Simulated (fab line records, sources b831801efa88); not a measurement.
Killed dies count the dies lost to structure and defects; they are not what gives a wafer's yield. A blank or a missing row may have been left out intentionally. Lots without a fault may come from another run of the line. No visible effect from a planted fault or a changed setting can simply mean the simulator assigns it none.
The same fault as seen by 2 desks || flow sky130 || every desk sees just its own numbers, and what lay behind them comes last

== METROLOGY DESK ==
Means of the sampled wafers that have a number, per lot and without regard to the tool the lot ran on: this is what the gauges read. Any lot whose mean is over 4 standard deviations away from the usual mean is out of limits and marked OUT; that distance is given in the brackets.
Columns: A = cd-nm at SKY_FIELD_ISO_CD_MEAS_13, usual 149.8 nm; B = FIELD_ISO_OXIDATION_01_THK at SKY_FIELD_ISO_THK_MEAS_23, usual 9.92 nm; C = FIELD_ISO_CVD_24_THK at SKY_FIELD_ISO_THK_MEAS_25, usual 595 nm
{"lot": "L886", "first seen here": "day 2 23:31", "A": 151.6, "B": 10.17, "C": 596}
{"lot": "L890", "first seen here": "day 3 16:44", "A": 149.8, "B": 10.13, "C": 595}
{"lot": "L892", "first seen here": "day 4 03:04", "A": 151.9, "B": 9.74, "C": 599}
{"lot": "L897", "first seen here": "day 5 04:26", "A": 151.1, "B": 9.99, "C": 592}
{"lot": "L899", "first seen here": "day 5 16:29", "A": 151.6, "B": 10.04, "C": 599}
{"lot": "L906", "first seen here": "day 7 08:55", "A": 150.2, "B": 9.86, "C": 594}
This desk found nothing out of limits on any of the 6 lots.

== FOR THE TOOL OWNER'S DESK: wet-bench-03 ==
The tool's own readings at SKY_FIELD_ISO_WET_ETCH_18 (etches Si3N4 in H3PO4, target depth 25 nm, time 286 s): means of the sampled wafers that have a number, for each lot that ran on this tool. Any lot whose mean is over 4 standard deviations away from the usual mean is out of limits and marked OUT; that distance is given in the brackets.
Columns: A = bath-heat-duty-pct at SKY_FIELD_ISO_WET_ETCH_18, usual 28.7 %; B = run-length-s at SKY_FIELD_ISO_WET_ETCH_18, usual 314 s
{"lot": "L886", "first seen here": "day 2 23:53", "A": 28.1, "B": 320}
{"lot": "L890", "first seen here": "day 3 17:07", "A": 21.7, "B": "451 (+36) OUT"}
{"lot": "L897", "first seen here": "day 5 04:49", "A": 31.3, "B": "447 (+35) OUT"}
Finding of this desk: L890, L897 out of limits; the first was L890 at day 3 17:07, on run-length-s at SKY_FIELD_ISO_WET_ETCH_18. In limits: L886.

== TAKEN TOGETHER ==
An alarm could have come from the tool owner's desk at day 3 17:07, on L890, L897.
From the metrology desk's view, nothing was out of limits.
The metrology desk holds a record of L890, L897, inside its limits.
Of the lots named, all ran SKY_FIELD_ISO_WET_ETCH_18 on wet-bench-03.

== WHAT HAD BEEN PUT IN BY THE SIMULATOR ==
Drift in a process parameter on wet-bench-03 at SKY_FIELD_ISO_WET_ETCH_18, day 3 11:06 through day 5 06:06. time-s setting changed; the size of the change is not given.
Struck lots among those shown: L890, L897.
Delay in hours, fault start to first out-of-limits reading, by desk: the tool owner's desk at 6.
